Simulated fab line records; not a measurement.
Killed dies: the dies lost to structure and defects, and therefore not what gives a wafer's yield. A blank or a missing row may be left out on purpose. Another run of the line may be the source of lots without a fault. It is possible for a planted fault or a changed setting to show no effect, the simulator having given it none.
fab line records -- flow sky130
record: lots: 6, wafers: 18, last-day: 49
route steps=708 shown VIA4@649 METAL5@661
lots untouched by any fault: they come from a run of this same line in which no faults occurred
start-h: hours from the record's opening day to when the first of the lot's shown wafers began -- wait-h: hours since the lot's step before -- " unchanged from the row above -- L1.1+2: one row covering several wafers at once -- - value missing, or start not given -- * or withheld: withheld -- < > ~ a bound
route shown NAME@n: NAME is a module with steps in the file, n the number in the route of the first one -- usual: mean and standard deviation over wafers with no fault -- same: alike in all rows -- chamber/n: place in a boat -- sites: the reading at each site -- _std_site: the values' standard deviation -- _edge_site: mean of outer sites minus mean of inner sites -- radius-mm: how far each site lies from the wafer's centre -- mask NAME#n: copy n -- behind: the most recent tool/chamber to have shaped the wafer -- hold: why the lot went on hold/how many hours it stayed there/how the hold came to an end -- device: which transistor (n, p or np) failed to switch -- end of line: tests of these same wafers at the route's end -- a step without rows: its recipe alone -- killed: dies lost to structure and defects at the first sort, not the wafer's yield -- map: per-die view of a wafer (x killed, . not killed, _ where there is no die)
set.NAME: the run value of the setting; set.NAME@STEP: its run value at that earlier step -- model.NAME: the simulator's own value behind a step, which no gauge read
lots seen at some steps along the route; tables by step, rows by wafer
services: from which hour (start-h, from the record's first day; less than 0 if before it) a tool's chamber was out of use, for how many hours, and why
== steps ==
step: SKY_VIA4_DEVELOP_10
recipe: resist: NOVOLAK, developer: TMAH, develop-time-s: 60, dev-temp-c: 23
step: SKY_VIA4_OVL_MEAS_11
usual: VIA4_OVL: 1.1/1.4
lot.wafer,tool,chamber,start-h,wait-h,VIA4_OVL[nm]
L171.2,overlay-01,-,1000.93,0.1,-0.1
L171.3,overlay-01,-,1000.93,0.1,-0.1
L171.5,overlay-01,-,1000.93,0.1,0.3
L177.3,overlay-01,-,1040.64,0.1,2.4
L177.5,overlay-01,-,1040.64,0.1,3.3
L177.6,overlay-01,-,1040.64,0.1,1.1
L178.1,overlay-02,-,1051.04,0.1,0.8
L178.5,overlay-02,-,1051.04,0.1,0.1
L178.6,overlay-02,-,1051.04,0.1,0.9
L186.1,overlay-01,-,1112.73,0.1,0.6
L186.2,overlay-01,-,1112.73,0.1,-1.3
L186.3,overlay-01,-,1112.73,0.1,0.3
L188.1,overlay-01,-,1125.08,0.1,1.8
L188.4,overlay-01,-,1125.08,0.1,2.2
L188.5,overlay-01,-,1125.08,0.1,3.7
L190.2,overlay-02,-,1130.34,0.1,0.6
L190.3,overlay-02,-,1130.34,0.1,1.9
L190.4,overlay-02,-,1130.34,0.1,1.0
step: SKY_VIA4_ETCH_12
recipe: target: SiO2, chemistry: C4F8/O2/Ar, stop-on: TiN, mask-material: NOVOLAK, source-w: 1500, bias-w: 1200, pressure-mtorr: 40, c4f8-flow-sccm: withheld, O2_flow_sccm: 6, Ar_flow_sccm: 300, time-s: withheld, target-depth-a: 5800
usual: oes-product-au: 0.925/0.0046
lot.wafer,tool,chamber,start-h,wait-h,oes-product-au
L171.2,rie-diel-03,1,1000.96,0.0,0.923
L171.3,rie-diel-03,2,1000.96,0.0,0.923
L171.5,rie-diel-03,3,1000.96,0.0,0.929
L177.3,rie-diel-02,3,1040.66,0.0,0.922
L177.5,rie-diel-02,2,1040.66,0.0,0.918
L177.6,rie-diel-02,3,1040.66,0.0,0.926
L178.1,rie-diel-02,1,1051.08,0.0,0.931
L178.5,rie-diel-02,0,1051.08,0.0,0.922
L178.6,rie-diel-02,1,1051.08,0.0,0.925
L186.1,rie-diel-01,3,1112.77,0.0,0.921
L186.2,rie-diel-01,2,1112.77,0.0,0.928
L186.3,rie-diel-01,1,1112.77,0.0,0.922
L188.1,rie-diel-02,2,1125.12,0.0,0.929
L188.4,rie-diel-02,3,1125.12,0.0,0.932
L188.5,rie-diel-02,2,1125.12,0.0,0.923
L190.2,rie-diel-03,2,1130.37,0.0,0.928
L190.3,rie-diel-03,3,1130.37,0.0,0.933
L190.4,rie-diel-03,0,1130.37,0.0,0.928
step: SKY_VIA4_STRIP_13
recipe: chemistry: O2/N2, power-w: 1400, pressure-mtorr: 1500, platen-temp-c: withheld, o2-flow-sccm: 3000, n2-flow-sccm: 300, overash-fraction: 0.5
step: SKY_VIA4_STRIP_14
recipe: chemistry: post-etch-residue-remover, time-s: 1200, temp-c: 72.5
step: SKY_VIA4_CLEAN_15
recipe: chemistry: IPA, time-s: 180, temp-c: 25
step: SKY_VIA4_CLEAN_16
recipe: chemistry: O3/DIW, dry: n2-spin
step: SKY_VIA4_SPUTTER_17
recipe: material: TiN, target-thk-nm: 20, chamber-pressure-pa: 5, power-w: 4000, time-s: 80
usual: cathode-dc-power-W: 4000.1/0.75, chamber-pressure-pa: 5.000/0.0098, throttle-valve-pct: 30.6/1.3
lot.wafer,tool,chamber,start-h,wait-h,cathode-dc-power-W,chamber-pressure-pa,throttle-valve-pct
L171.2,pvd-sputter-02,-,1001.63,0.0,3999.5,5.008,30.1
L171.3,pvd-sputter-02,-,1001.63,0.0,3999.5,5.000,30.5
L171.5,pvd-sputter-02,-,1001.63,0.0,4000.9,5.003,29.2
L177.3,pvd-sputter-02,-,1041.34,0.0,4001.2,5.008,30.3
L177.5,pvd-sputter-02,-,1041.34,0.0,4001.1,4.991,32.5
L177.6,pvd-sputter-02,-,1041.34,0.0,4000.6,4.993,30.5
L178.1,pvd-sputter-01,-,1051.74,0.0,3999.0,4.999,28.7
L178.5,pvd-sputter-01,-,1051.74,0.0,3999.7,5.006,28.7
L178.6,pvd-sputter-01,-,1051.74,0.0,4001.0,5.011,30.1
L186.1,pvd-sputter-01,-,1113.43,0.0,3999.7,4.986,29.9
L186.2,pvd-sputter-01,-,1113.43,0.0,4000.2,5.007,30.0
L186.3,pvd-sputter-01,-,1113.43,0.0,3999.4,5.009,28.8
L188.1,pvd-sputter-02,-,1125.79,0.0,4001.0,5.009,30.5
L188.4,pvd-sputter-02,-,1125.79,0.0,3999.8,4.999,29.5
L188.5,pvd-sputter-02,-,1125.79,0.0,3999.4,5.004,32.9
L190.2,pvd-sputter-01,-,1131.06,0.0,4000.9,5.009,30.1
L190.3,pvd-sputter-01,-,1131.06,0.0,4000.2,4.994,28.5
L190.4,pvd-sputter-01,-,1131.06,0.0,4001.1,5.000,28.8
step: SKY_VIA4_CVD_18
recipe: material: W, target-thk-nm: 505, time-s: 152.14, temp-c: 400, pressure-torr: 40
usual: heater-power-w: 881/64
lot.wafer,tool,chamber,start-h,wait-h,heater-power-w
L171.2,cvd-w-01,0,1001.69,0.0,921
L171.3,cvd-w-01,1,1001.69,0.0,792
L171.5,cvd-w-01,0,1001.69,0.0,885
L177.3,cvd-w-02,0,1041.45,0.1,951
L177.5,cvd-w-02,0,1041.45,0.1,944
L177.6,cvd-w-02,1,1041.45,0.1,871
L178.1,cvd-w-02,1,1051.80,0.0,884
L178.5,cvd-w-02,0,1051.80,0.0,974
L178.6,cvd-w-02,1,1051.80,0.0,864
L186.1,cvd-w-02,0,1113.49,0.0,958
L186.2,cvd-w-02,1,1113.49,0.0,890
L186.3,cvd-w-02,0,1113.49,0.0,956
L188.1,cvd-w-01,1,1125.85,0.0,801
L188.4,cvd-w-01,0,1125.85,0.0,910
L188.5,cvd-w-01,1,1125.85,0.0,811
L190.2,cvd-w-02,0,1131.12,0.0,958
L190.3,cvd-w-02,0,1131.12,0.0,968
L190.4,cvd-w-02,1,1131.12,0.0,893
step: SKY_VIA4_RS_MEAS_19
recipe: thk-meas-gauge: four-point-probe, reads: W_of_VIA4_CVD_18+TiN_of_VIA4_SPUTTER_17
usual: VIA4_W_RS: 0.2260/0.0023
lot.wafer,tool,chamber,start-h,wait-h,VIA4_W_RS[ohm/sq]
L171.2,film-metro-01,-,1001.86,0.1,0.2284
L171.3,film-metro-01,-,1001.86,0.1,0.2324
L171.5,film-metro-01,-,1001.86,0.1,0.2277
L177.3,film-metro-01,-,1041.59,0.1,0.2258
L177.5,film-metro-01,-,1041.59,0.1,0.2229
L177.6,film-metro-01,-,1041.59,0.1,0.2292
L178.1,film-metro-04,-,1051.95,0.1,0.2290
L178.5,film-metro-04,-,1051.95,0.1,0.2256
L178.6,film-metro-04,-,1051.95,0.1,0.2310
L186.1,film-metro-03,-,1113.64,0.1,0.2203
L186.2,film-metro-03,-,1113.64,0.1,0.2295
L186.3,film-metro-03,-,1113.64,0.1,0.2234
L188.1,film-metro-04,-,1126.00,0.1,0.2253
L188.4,film-metro-04,-,1126.00,0.1,0.2276
L188.5,film-metro-04,-,1126.00,0.1,0.2270
L190.2,film-metro-04,-,1131.30,0.1,0.2226
L190.3,film-metro-04,-,1131.30,0.1,0.2231
L190.4,film-metro-04,-,1131.30,0.1,0.2260
step: SKY_VIA4_THK_MEAS_20
recipe: thk-meas-gauge: xrf, reads: W_of_VIA4_CVD_18
usual: VIA4_W_THK: 510/6.2
lot.wafer,tool,chamber,start-h,wait-h,VIA4_W_THK[nm]
L171.2,film-metro-01,-,1001.97,0.1,508
L171.3,film-metro-01,-,1001.97,0.1,496
L171.5,film-metro-01,-,1001.97,0.1,507
L177.3,film-metro-01,-,1041.69,0.1,509
L177.5,film-metro-01,-,1041.69,0.1,516
L177.6,film-metro-01,-,1041.69,0.1,501
L178.1,film-metro-04,-,1052.07,0.1,497
L178.5,film-metro-04,-,1052.07,0.1,506
L178.6,film-metro-04,-,1052.07,0.1,495
L186.1,film-metro-03,-,1113.76,0.1,515
L186.2,film-metro-03,-,1113.76,0.1,492
L186.3,film-metro-03,-,1113.76,0.1,507
L188.1,film-metro-04,-,1126.12,0.1,518
L188.4,film-metro-04,-,1126.12,0.1,511
L188.5,film-metro-04,-,1126.12,0.1,516
L190.2,film-metro-04,-,1131.41,0.1,518
L190.3,film-metro-04,-,1131.41,0.1,519
L190.4,film-metro-04,-,1131.41,0.1,511
step: SKY_VIA4_CMP_21
recipe: stop-on: SiO2, t-overpolish-s: 25, down-force-psi: 3.5, platen-rpm: 60, target-thk-nm: 0, pad-velocity-m-s: 0.94248
usual: motor-current-A: 10.8/0.75, overpolish-run-s: 25.000/0.0091, time-to-endpoint-s: 120/5
lot.wafer,tool,chamber,start-h,wait-h,motor-current-A,overpolish-run-s,time-to-endpoint-s
L171.3,cmp-01,3,1002.02,0.0,11.5,24.994,109
L171.2,cmp-01,2,1002.02,0.0,9.6,25.010,114
L171.5,cmp-01,3,1002.02,0.0,10.8,24.987,111
L177.3,cmp-02,1,1041.88,0.2,9.4,24.997,115
L177.5,cmp-02,2,1041.88,0.2,11.0,24.989,119
L177.6,cmp-02,3,1041.88,0.2,10.7,25.008,116
L178.1,cmp-01,3,1052.13,0.1,11.1,25.025,116
L178.5,cmp-01,3,1052.13,0.1,11.5,25.001,118
L178.6,cmp-01,0,1052.13,0.1,12.0,24.988,115
L186.1,cmp-01,2,1113.82,0.1,10.0,24.989,127
L186.2,cmp-01,3,1113.82,0.1,11.1,24.982,115
L186.3,cmp-01,1,1113.82,0.1,10.6,25.005,120
L188.1,cmp-01,3,1126.23,0.1,11.1,24.997,116
L188.4,cmp-01,0,1126.23,0.1,12.5,25.004,119
L188.5,cmp-01,3,1126.23,0.1,11.2,24.984,114
L190.3,cmp-02,0,1131.46,0.0,10.9,24.986,130
L190.4,cmp-02,1,1131.46,0.0,10.0,25.003,128
L190.2,cmp-02,3,1131.46,0.0,11.0,25.009,125
step: SKY_METAL5_SPUTTER_00
recipe: material: Ti, target-thk-nm: 15, power-w: 3000, time-s: 10, chamber-pressure-pa: 0.4
usual: cathode-dc-power-W: 3000.1/0.55, chamber-pressure-pa: 0.4000/0.00082, throttle-valve-pct: 30.4/1.3
lot.wafer,tool,chamber,start-h,wait-h,cathode-dc-power-W,chamber-pressure-pa,throttle-valve-pct
L171.2,pvd-sputter-01,-,1002.32,0.1,2999.8,0.3995,29.9
L171.3,pvd-sputter-01,-,1002.32,0.1,3000.1,0.3994,28.6
L171.5,pvd-sputter-01,-,1002.32,0.1,2999.8,0.3995,30.0
L177.3,pvd-sputter-03,-,1042.03,0.1,-,-,-
L177.5,pvd-sputter-03,-,1042.03,0.1,-,-,-
L177.6,pvd-sputter-03,-,1042.03,0.1,-,-,-
L178.1,pvd-sputter-04,-,1052.43,0.2,-,-,-
L178.5,pvd-sputter-04,-,1052.43,0.2,-,-,-
L178.6,pvd-sputter-04,-,1052.43,0.2,-,-,-
L186.1,pvd-sputter-01,-,1114.12,0.2,3000.4,0.4003,28.9
L186.2,pvd-sputter-01,-,1114.12,0.2,2999.9,0.4003,29.9
L186.3,pvd-sputter-01,-,1114.12,0.2,3000.5,0.3993,28.9
L188.1,pvd-sputter-01,-,1126.48,0.2,2999.7,0.3984,28.9
L188.4,pvd-sputter-01,-,1126.48,0.2,3000.7,0.3997,29.9
L188.5,pvd-sputter-01,-,1126.48,0.2,3000.2,0.4005,30.1
L190.2,pvd-sputter-04,-,1131.76,0.1,3000.2,0.4003,30.7
L190.3,pvd-sputter-04,-,1131.76,0.1,2999.0,0.3999,32.4
L190.4,pvd-sputter-04,-,1131.76,0.1,3000.4,0.4000,30.9
step: SKY_METAL5_SPUTTER_01
recipe: material: TiN, target-thk-nm: 20, power-w: 6500, time-s: 16.7, chamber-pressure-pa: 0.4
usual: cathode-dc-power-W: 6500.1/1.3, chamber-pressure-pa: 0.4000/0.00088, throttle-valve-pct: 30.4/1.3
lot.wafer,tool,chamber,start-h,wait-h,cathode-dc-power-W,chamber-pressure-pa,throttle-valve-pct
L171.2,pvd-sputter-01,-,1002.34,0.0,6499.2,0.4008,29.8
L171.3,pvd-sputter-01,-,1002.34,0.0,6500.5,0.3999,28.8
L171.5,pvd-sputter-01,-,1002.34,0.0,6499.5,0.3997,30.2
L177.3,pvd-sputter-03,-,1042.06,0.0,6498.9,0.4008,29.6
L177.5,pvd-sputter-03,-,1042.06,0.0,6499.8,0.4006,28.5
L177.6,pvd-sputter-03,-,1042.06,0.0,6498.6,0.3989,31.0
L178.1,pvd-sputter-04,-,1052.46,0.0,6501.4,0.3993,30.6
L178.5,pvd-sputter-04,-,1052.46,0.0,6500.0,0.3989,30.9
L178.6,pvd-sputter-04,-,1052.46,0.0,6501.8,0.4005,32.4
L186.1,pvd-sputter-01,-,1114.15,0.0,6496.8,0.4007,28.8
L186.2,pvd-sputter-01,-,1114.15,0.0,6498.8,0.3997,30.4
L186.3,pvd-sputter-01,-,1114.15,0.0,6500.4,0.3995,28.8
L188.1,pvd-sputter-01,-,1126.50,0.0,6501.5,0.3989,28.9
L188.4,pvd-sputter-01,-,1126.50,0.0,6501.9,0.3995,29.8
L188.5,pvd-sputter-01,-,1126.50,0.0,6500.6,0.3990,30.0
L190.2,pvd-sputter-04,-,1131.78,0.0,6500.2,0.4004,30.6
L190.3,pvd-sputter-04,-,1131.78,0.0,6501.0,0.4001,32.1
L190.4,pvd-sputter-04,-,1131.78,0.0,6499.2,0.3996,30.9
== services ==
tool,chamber,start-h,hours,kind
rie-diel-03,2,982.33,4.8,repair
pvd-sputter-04,-,1015.63,4.8,repair
cmp-02,-,1021.78,0.5,repair
cmp-02,-,1027.67,8.5,pm
pvd-sputter-02,-,1048.53,0.8,repair
cmp-01,-,1053.78,1.4,repair
rie-diel-02,0,1056.84,4.3,repair
pvd-sputter-01,-,1062.36,1.0,repair
pvd-sputter-04,-,1067.57,9.5,repair
cmp-01,-,1084.08,4.0,pm
cmp-01,-,1088.08,-,consumable-replace:conditioner
cmp-01,-,1088.08,-,consumable-replace:pad
pvd-sputter-03,-,1088.91,2.6,repair
cvd-w-01,-,1094.53,3.8,pm
pvd-sputter-04,-,1095.05,11.3,repair
rie-diel-03,3,1097.26,-,clean
rie-diel-03,3,1097.26,18.6,scheduled-down
rie-diel-02,-,1105.52,0.4,repair
cmp-01,-,1105.75,1.1,repair
pvd-sputter-01,-,1107.99,2.4,repair
rie-diel-02,1,1109.25,-,clean
rie-diel-02,1,1109.25,19.9,scheduled-down
rie-diel-02,1,1109.25,19.9,vent-cycle
pvd-sputter-03,-,1116.29,2.1,repair
== key ==
first-sign: step: SKY_METAL5_SPUTTER_00, reading: tool-record, direction: missing
effect none on later readings
met-at SKY_METAL5_SPUTTER_00
struck-wafers L177.3,L177.5,L177.6,L178.1,L178.5,L178.6
later-rows-left-out L177.3,L177.5,L177.6,L178.1,L178.5,L178.6
sort-left-out L177.3,L177.5,L177.6,L178.1,L178.5,L178.6
fault: kind: skipped-step-whole, tool: pvd-sputter-03,pvd-sputter-04, chamber: -, onset-h: 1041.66, steps: SKY_METAL5_SPUTTER_00, scope: struck-lots-only
sort-left-out: the simulated sort isn't trusted on such a fault, so these wafers' sort isn't shown, and their yield isn't known
later-rows-left-out: the simulator's readings of these wafers behind a module that went badly wrong aren't trusted and aren't shown, but for the sort
